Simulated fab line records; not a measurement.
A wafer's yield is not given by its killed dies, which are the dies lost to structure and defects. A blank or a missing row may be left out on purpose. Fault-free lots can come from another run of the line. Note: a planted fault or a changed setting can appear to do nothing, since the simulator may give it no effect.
The same fault as seen by 2 desks | flow gf180mcu | numbers are kept per desk, each desk with only its own; the story behind them comes last

FROM THE METROLOGY DESK
What the gauges read, lot by lot, whatever tool the lot ran on: means of the sampled wafers that have a number. If a lot's mean is further than 4 standard deviations from the usual mean, the lot is out of limits and carries the mark OUT (the distance appears in the brackets).
Columns: A = V4_W_RS at GF_V4_RS_MEAS_24, usual 0.327 ohm/sq; B = V5_CVD_02_THK at GF_V5_THK_MEAS_03, usual 1453 nm; C = PASSIVATION_CVD_00_THK at GF_PASSIVATION_THK_MEAS_01, usual 1000 nm
lot  | first seen here | A     | B    | C
L754 | day 25 06:43    | 0.327 | 1449 | 991
L755 | day 26 02:02    | 0.329 | 1462 | 1006
L756 | day 26 05:17    | 0.329 | 1475 | 1014
L757 | day 26 21:30    | 0.321 | 1470 | 1159 (+12) OUT
L760 | day 27 09:52    | 0.324 | 1437 | 1101 (+7.8) OUT
L762 | day 28 00:31    | 0.331 | 1471 | 1164 (+13) OUT
L766 | day 29 04:39    | 0.326 | 1440 | 1002
L767 | day 29 12:28    | 0.329 | 1441 | 997
L768 | day 29 21:08    | 0.323 | 1460 | 1007
L769 | day 30 01:59    | 0.331 | 1462 | 996
L770 | day 30 07:37    | 0.330 | 1454 | 992
L772 | day 30 17:56    | 0.332 | 1451 | 1001
L773 | day 30 23:37    | 0.330 | 1435 | 1003
L774 | day 31 11:44    | 0.325 | 1439 | 1003
L776 | day 31 18:29    | 0.326 | 1441 | 994
This desk reports L757, L760, L762 out of limits; the earliest was L757 at day 30 09:37 (PASSIVATION_CVD_00_THK at GF_PASSIVATION_THK_MEAS_01). L754, L755, L756, L766, L767, L768, L769, L770, L772, L773, L774, L776: within limits.

DESK OF THE TOOL OWNER: pecvd-02
The tool's own readings at GF_PASSIVATION_CVD_00 (deposits SiO2 from TEOS, target thk 1000 nm, time 111.95 s): means of the sampled wafers that have a number, for each lot that ran on this tool. If a lot's mean is further than 4 standard deviations from the usual mean, the lot is out of limits and carries the mark OUT (the distance appears in the brackets).
Columns: A = heaterPowerW at GF_PASSIVATION_CVD_00, usual 701 W; B = susceptorTempC at GF_PASSIVATION_CVD_00, usual 400.01 C
lot  | first seen here | A   | B
L754 | day 28 23:49    | 764 | 400.00
L755 | day 29 15:32    | 766 | 399.98
L757 | day 30 09:32    | 707 | 399.75
L760 | day 30 20:31    | 750 | 399.94
L762 | day 31 09:25    | 724 | 400.04
L776 | day 34 16:49    | 696 | 399.92
This desk's finding: nothing out of limits on any of the 6 lots.

BROUGHT TOGETHER
The metrology desk could have raised an alarm at day 30 09:37, on L757, L760, L762.
Nothing out of limits was seen by the tool owner's desk.
On record at the tool owner's desk: L757, L760, L762, within its limits.
The lots listed all ran GF_PASSIVATION_CVD_00 on pecvd-02.

WHAT THE SIMULATOR HAD PUT IN
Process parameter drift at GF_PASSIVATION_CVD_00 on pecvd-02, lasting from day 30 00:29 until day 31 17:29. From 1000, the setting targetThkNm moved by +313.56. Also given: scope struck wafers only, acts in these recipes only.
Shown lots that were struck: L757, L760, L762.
Time in hours between the start of the fault and the first out-of-limits reading at each desk: metrology desk, 9.
